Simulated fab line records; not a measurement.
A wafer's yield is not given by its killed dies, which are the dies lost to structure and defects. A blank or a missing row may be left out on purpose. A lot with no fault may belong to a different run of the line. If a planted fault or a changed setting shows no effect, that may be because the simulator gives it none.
Chamber matching + flow gf180mcu + 3 sister chambers for GF_MIM_CVD_05 on pecvd-02
The step deposits Si3N4, target thk 42 nm, time 29.086 s. 3 wafers are shown with their chamber, then 11 later ones without.

== WAFERS PAIRED WITH THEIR CHAMBERS ==
| wafer  | chamber | heater power w (W) |
|--------|---------|--------------------|
| L085.5 | 2       | 589                |
| L092.6 | 0       | 602                |
| L095.1 | 1       | 619                |

== WAFERS WHOSE CHAMBER IS MISSING ==
| wafer  | heater power w (W) |
|--------|--------------------|
| L095.2 | 686                |
| L095.3 | 518                |
| L095.4 | 622                |
| L095.5 | 524                |
| L095.6 | 690                |
| L096.3 | 604                |
| L096.5 | 571                |
| L096.6 | 610                |
| L097.2 | 708                |
| L097.4 | 702                |
| L097.5 | 544                |

== EACH ONE'S CHAMBER ==
| wafer  | from the rows above          | in truth |
|--------|------------------------------|----------|
| L095.2 | can't be placed: 1 or 0 or 2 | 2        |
| L095.3 | can't be placed: 2 or 0 or 1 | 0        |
| L095.4 | can't be placed: 1 or 0 or 2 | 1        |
| L095.5 | can't be placed: 2 or 0 or 1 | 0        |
| L095.6 | can't be placed: 1 or 0 or 2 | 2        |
| L096.3 | can't be placed: 0 or 1 or 2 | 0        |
| L096.5 | can't be placed: 2 or 0 or 1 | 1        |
| L096.6 | can't be placed: 0 or 1 or 2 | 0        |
| L097.2 | can't be placed: 1 or 0 or 2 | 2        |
| L097.4 | can't be placed: 1 or 0 or 2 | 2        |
| L097.5 | can't be placed: 2 or 0 or 1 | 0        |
Correctly placed: 0 of 11. From these rows, 11 cannot be placed; in 11 the true chamber is one of the candidates. Number placed wrongly: 0.
How it was worked out, from the rows above alone: a wafer's distance from a chamber is the root of the sum, over the readings, of the square of ((its reading less the chamber's mean) divided by the reading's scatter). The wafer belongs to the nearest chamber; if the next one is less than 2 further off, it can't be placed. A chamber's mean is the mean of its shown wafers. The scatter: with one shown wafer a chamber, the root of the mean of the squares of how far each hidden wafer lies from its nearest shown one.
